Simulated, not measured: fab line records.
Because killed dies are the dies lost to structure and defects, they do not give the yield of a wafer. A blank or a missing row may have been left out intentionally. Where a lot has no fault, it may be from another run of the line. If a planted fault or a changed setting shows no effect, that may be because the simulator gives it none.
Comparing a struck lot with a sound one || flow sky130 || 14 out of 708 route steps
Sound: the wafers L104.4, L104.5, L104.6. The struck wafers were L997.1, L997.2, L997.4. The cause is given at the end.
At each step with rows: each side's tool, then ch and its chambers, then its first start. Under that, the readings that differ: sound wafers || struck wafers || difference of the means || sigmas: that difference in standard deviations of wafers without a fault.
alike: readings whose means differ by less than 2 such deviations, and words and numbers that are the same on both sides. not compared: withheld readings, readings that some wafer has no value for, bounds like >300 that may hide the same value, and numbers for which the record gives no deviation and whose values overlap.
Wherever a step has rows on one side only, a row that says differs or no value, or a row with sigmas, the two part there. Numbers that don't overlap but have no deviation are shown without sigmas and don't part them. Lack of a reading on every wafer of one side parts them only where that side has two or more wafers.

first, 8 steps without rows for these wafers: SKY_VIA3_DEHYDRATE_04 (time 60 s); SKY_VIA3_HMDS_05 (prime time 60 s); SKY_VIA3_COAT_06 (resist thk 60 nm); SKY_VIA3_COAT_07 (resist thk 450 nm); SKY_VIA3_SOFTBAKE_08 (time 90 s); SKY_VIA3_EXPOSE_09 (exposes mask VIM3, target cd 200 nm); SKY_VIA3_PEB_10; SKY_VIA3_DEVELOP_11 (develop time 60 s).
SKY_VIA3_CD_MEAS_12: the cd target is 200 nm.
  sound on cdSem-02, day 44 21:49; struck on cdSem-01, day 43 05:56
  alike: cdNm
SKY_VIA3_OVL_MEAS_13:
  sound on overlay-01, day 44 21:53; struck on overlay-01, day 43 06:04
  alike: VIA3_OVL
SKY_VIA3_ETCH_14: etches BARC in N2/H2, stops on SiO2, time 45.9 s, target depth 60 nm.
  sound on rieDiel-02 ch 0,1,2, day 44 21:54; struck on rieDiel-02 ch 0,1,3, day 43 06:06
  alike: biasW, drypumpMotorCurrentA, oesProductAu, throttleValvePct
  not compared: rfHoursCounterH
SKY_VIA3_ETCH_15: etches SiO2 in C4F8/O2/Ar, stops on TiN, target depth 507 nm, time 78 s.
  sound on rieDiel-02 ch 0,1,2, day 44 21:57; struck on rieDiel-02 ch 0,1,3, day 43 06:08
  alike: biasW, oesProductAu
  not compared: rfHoursCounterH
SKY_VIA3_STRIP_16: strips in O2/N2.
  sound on plasmaAsher-01 ch 0,1, day 44 22:02; struck on plasmaAsher-03 ch 0,1, day 43 06:12
  no value came back on the struck wafers for any of 5 readings (chamberPressureMTorr (mTorr), drypumpMotorCurrentA (A) and others); on the sound wafers chamberPressureMTorr (mTorr) reads 1500.1 1500.2 1496.2
{"reading": "model.KrF-thick_of_VIA3_COAT_07.thkNm (nm)", "sound": "0 0 0", "struck": "290.4 291.7 292.7", "difference": "+291.6", "sigmas": ""}
  not compared: rfHoursCounterH
then, 1 step without rows for these wafers: SKY_VIA3_STRIP_17 (strips in post etch residue remover, time 1200 s).

## WHERE THEY PART
At SKY_VIA3_STRIP_16 and nowhere else, as far as this record goes.

WHY: the cause the simulator had injected
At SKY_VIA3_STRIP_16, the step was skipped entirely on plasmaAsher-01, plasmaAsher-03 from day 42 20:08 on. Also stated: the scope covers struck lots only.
